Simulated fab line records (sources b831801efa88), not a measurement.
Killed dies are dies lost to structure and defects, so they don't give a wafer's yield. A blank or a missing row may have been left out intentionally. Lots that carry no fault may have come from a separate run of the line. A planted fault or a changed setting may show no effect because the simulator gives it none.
Matching of chambers + flow gf180mcu + GF_MIM_CVD_05 on pecvd-02: 3 sister chambers
The step deposits Si3N4, target thk 42 nm, time 29.086 s. 3 wafers are shown with their chamber, then 12 later ones without.

== WAFERS, EACH WITH ITS CHAMBER ==
| wafer  | chamber | heater power w (W) |
|--------|---------|--------------------|
| L087.4 | 0       | 662                |
| L087.5 | 1       | 737                |
| L087.6 | 2       | 636                |

== WAFERS WHOSE CHAMBER IS MISSING ==
| wafer  | heater power w (W) |
|--------|--------------------|
| L088.2 | 779                |
| L088.3 | 694                |
| L088.5 | 778                |
| L090.2 | 694                |
| L090.5 | 729                |
| L090.6 | 793                |
| L091.2 | 771                |
| L091.4 | 681                |
| L091.5 | 767                |
| L097.1 | 712                |
| L097.5 | 710                |
| L097.6 | 701                |

== CHAMBER TAKEN BY EACH ==
| wafer  | from the rows above          | in truth                   |
|--------|------------------------------|----------------------------|
| L088.2 | 1                            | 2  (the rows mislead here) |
| L088.3 | can't be placed: 0 or 1 or 2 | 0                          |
| L088.5 | 1                            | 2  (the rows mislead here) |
| L090.2 | can't be placed: 0 or 1 or 2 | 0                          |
| L090.5 | can't be placed: 1 or 0      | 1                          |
| L090.6 | 1                            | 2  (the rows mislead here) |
| L091.2 | 1                            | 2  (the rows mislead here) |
| L091.4 | can't be placed: 0 or 2 or 1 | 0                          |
| L091.5 | 1                            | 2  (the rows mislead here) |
| L097.1 | can't be placed: 1 or 0 or 2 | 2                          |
| L097.5 | can't be placed: 1 or 0 or 2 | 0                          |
| L097.6 | can't be placed: 1 or 0 or 2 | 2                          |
Placed correctly: 0 of 12. From these rows, 7 cannot be placed; in 7 the true chamber is one of the candidates. 5 placed wrongly.
How it was worked out, from the rows above alone: a wafer's distance from a chamber is the root of the sum, over the readings, of the square of ((its reading less the chamber's mean) divided by the reading's scatter). If the next closest chamber is less than 2 further off than the closest, the wafer can't be placed; otherwise it belongs to the closest. Each chamber's mean is taken over the wafers shown for it. The scatter (one wafer shown for each chamber): square how far every hidden wafer sits from the nearest shown wafer, average those squares and take the square root.
